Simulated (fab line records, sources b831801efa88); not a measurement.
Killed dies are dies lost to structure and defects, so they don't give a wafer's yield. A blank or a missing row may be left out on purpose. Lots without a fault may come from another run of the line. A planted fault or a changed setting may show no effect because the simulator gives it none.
Which tool did it? | flow gf180mcu | 7 lots, 21 wafers sampled, at 3 steps of a route of 602

WHAT THE GAUGES READ, wafer by wafer
GF_V3_THK_MEAS_03.
lot  | measured     | on            | V3_CVD_02_THK (nm)
L884 | day 21 12:19 | film_metro-01 | 863 831 849
L886 | day 22 08:50 | film_metro-02 | 835 853 868
L888 | day 23 00:30 | film_metro-01 | 836 858 877
L892 | day 24 14:01 | film_metro-01 | 863 845 862
L895 | day 25 20:49 | film_metro-01 | 847 866 864
L900 | day 27 08:00 | film_metro-03 | 844 843 856
L904 | day 28 16:02 | film_metro-03 | 846 864 853

WHICH TOOL RAN EACH LOT (tool, then ch and the chambers of the sampled wafers, then the start)
lot  | GF_M3_SPUTTER_04             | GF_M3_METAL_ETCH_16
L884 | pvd_sputter-02, day 20 11:19 | rie_metal-02 ch 0,1, day 21 11:28
L886 | pvd_sputter-01, day 21 08:56 | rie_metal-02 ch 1, day 22 07:50
L888 | pvd_sputter-01, day 22 00:11 | rie_metal-04 ch 0,1, day 22 23:29
L892 | pvd_sputter-01, day 23 14:19 | rie_metal-03 ch 0,1, day 24 13:09
L895 | pvd_sputter-02, day 24 22:53 | rie_metal-02 ch 1, day 25 19:57
L900 | pvd_sputter-03, day 26 10:23 | rie_metal-04 ch 0,1, day 27 07:09
L904 | pvd_sputter-02, day 27 19:52 | rie_metal-04 ch 0, day 28 15:09
- GF_M3_SPUTTER_04: material TiN, target thk 50 nm, time 41.7 s.
- GF_M3_METAL_ETCH_16: etches the open film in Cl2/BCl3, stops on SiO2, target depth 627.5 nm, time 104.6 s.

THE ANSWER, worked out from the rows above alone
Rule: what is usual is taken from the lots themselves. Put in order of their means at a reading, lots are off if they are a third of the lots or fewer, leave a main group of 4 or more, and stand apart from it by a gap of 3 or more times the standard deviation of the main group's means; of several such gaps the widest counts. A main group whose means are all the same, to the digits that the tables above print for the reading, isn't used. A lot without any number at a reading at which 4 lots or more have one is off too. The other lots that the step has rows for count as sound.
No lot is off at any reading shown: from this, nothing can be told.

WHAT THE SIMULATOR HAD PUT IN
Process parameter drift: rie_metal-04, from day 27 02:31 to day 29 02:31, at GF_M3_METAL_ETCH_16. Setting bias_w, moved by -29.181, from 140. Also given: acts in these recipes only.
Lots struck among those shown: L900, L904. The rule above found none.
